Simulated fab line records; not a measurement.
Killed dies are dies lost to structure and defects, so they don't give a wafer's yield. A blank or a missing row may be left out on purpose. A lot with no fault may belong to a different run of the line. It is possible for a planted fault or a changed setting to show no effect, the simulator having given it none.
Which of the tools did it?	flow sky130	7 lots (21 wafers sampled), 1 step of a 708-step route

WHAT THE GAUGES SHOWED, per wafer
SKY_VIA1_BOW_MEAS_03.
lot	measured	on	VIA1_BOW (um)
L332	day 33 09:22	filmMetro-01	85 73 86
L336	day 34 05:07	filmMetro-01	79 83 78
L341	day 35 22:04	filmMetro-02	80 71 88
L344	day 36 19:24	filmMetro-04	89 76 82
L347	day 37 18:16	filmMetro-04	82 68 75
L349	day 38 06:29	filmMetro-02	80 74 79
L354	day 39 06:26	filmMetro-02	79 76 89

EACH LOT AND THE TOOL THAT RAN IT (in order: tool; ch and the chambers of the sampled wafers; start)
Record: no process step prior to these readings.

THE ANSWER, worked out from the rows above alone
Rule: what is usual is taken from the lots themselves. The widest of any qualifying gaps counts: lots, ordered by their means at a reading, are off when they make up no more than a third of the lots, leave a main group of 4 or more, and stand apart from it by 3 or more times the standard deviation of that group's means. A main group whose means are all the same, to the digits that the tables above print for the reading, isn't used. Also off: a lot with no number at a reading for which 4 or more lots have one. Where the step has rows for the other lots, those lots are counted as sound.
No lot is off on any of the readings shown, so nothing can be concluded from this.

WHAT THE SIMULATOR PUT IN
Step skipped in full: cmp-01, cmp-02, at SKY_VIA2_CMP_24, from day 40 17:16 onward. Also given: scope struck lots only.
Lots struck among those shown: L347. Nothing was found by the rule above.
